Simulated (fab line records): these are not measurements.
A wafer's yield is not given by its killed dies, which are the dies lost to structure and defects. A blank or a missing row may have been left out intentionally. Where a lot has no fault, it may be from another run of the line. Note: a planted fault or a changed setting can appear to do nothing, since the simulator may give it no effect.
Matching of chambers || flow gf180mcu || GF_SAB_CVD_00 on pecvd-03 has 3 sister chambers
The step deposits SiO2 from TEOS, target thk 50 nm, time 4.9302 s. 14 wafers are shown with their chamber, then 7 later ones without.

== EACH WAFER AND ITS CHAMBER ==
{"wafer": "L107.1", "chamber": 1, "heater power w (W)": 848}
{"wafer": "L107.4", "chamber": 2, "heater power w (W)": 684}
{"wafer": "L107.6", "chamber": 0, "heater power w (W)": 774}
{"wafer": "L108.1", "chamber": 2, "heater power w (W)": 610}
{"wafer": "L108.3", "chamber": 0, "heater power w (W)": 711}
{"wafer": "L108.5", "chamber": 0, "heater power w (W)": 706}
{"wafer": "L115.3", "chamber": 1, "heater power w (W)": 879}
{"wafer": "L115.4", "chamber": 0, "heater power w (W)": 719}
{"wafer": "L115.5", "chamber": 1, "heater power w (W)": 875}
{"wafer": "L117.1", "chamber": 1, "heater power w (W)": 852}
{"wafer": "L117.2", "chamber": 2, "heater power w (W)": 707}
{"wafer": "L117.6", "chamber": 2, "heater power w (W)": 687}
{"wafer": "L121.2", "chamber": 1, "heater power w (W)": 768}
{"wafer": "L121.4", "chamber": 0, "heater power w (W)": 753}

SIGNATURES, as means of the wafers listed above
{"reading": "heater power w", "chamber 0": 732.60, "chamber 1": 844.40, "chamber 2": 672.00, "scatter within a chamber": 39.3}
Rule: a wafer's distance from a chamber is the root of the sum, over the readings, of the square of ((its reading less the chamber's mean) divided by the reading's scatter). The wafer belongs to the nearest chamber; if the next one is less than 2 further off, it can't be placed. How the scatter is found: for the shown wafers, subtract from each reading the mean of its chamber, square and add these, divide the total by (wafers less chambers), then take the root.

== WAFERS WITH NO CHAMBER GIVEN ==
{"wafer": "L121.5", "heater power w (W)": 679}
{"wafer": "L126.1", "heater power w (W)": 764}
{"wafer": "L126.2", "heater power w (W)": 819}
{"wafer": "L126.6", "heater power w (W)": 743}
{"wafer": "L128.1", "heater power w (W)": 884}
{"wafer": "L128.4", "heater power w (W)": 791}
{"wafer": "L128.6", "heater power w (W)": 874}

== EACH ONE'S CHAMBER ==
{"wafer": "L121.5", "from the rows above": "can't be placed: 2 or 0", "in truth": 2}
{"wafer": "L126.1", "from the rows above": "can't be placed: 0 or 1 or 2", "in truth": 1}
{"wafer": "L126.2", "from the rows above": "can't be placed: 1 or 0", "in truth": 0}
{"wafer": "L126.6", "from the rows above": "can't be placed: 0 or 2", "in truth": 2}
{"wafer": "L128.1", "from the rows above": 1, "in truth": 1}
{"wafer": "L128.4", "from the rows above": "can't be placed: 1 or 0 or 2", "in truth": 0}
{"wafer": "L128.6", "from the rows above": 1, "in truth": 1}
Correct placement for 2 of the 7. Can't be placed from these rows: 5 (the true chamber is among the candidates in 5). Placed wrongly: 0.
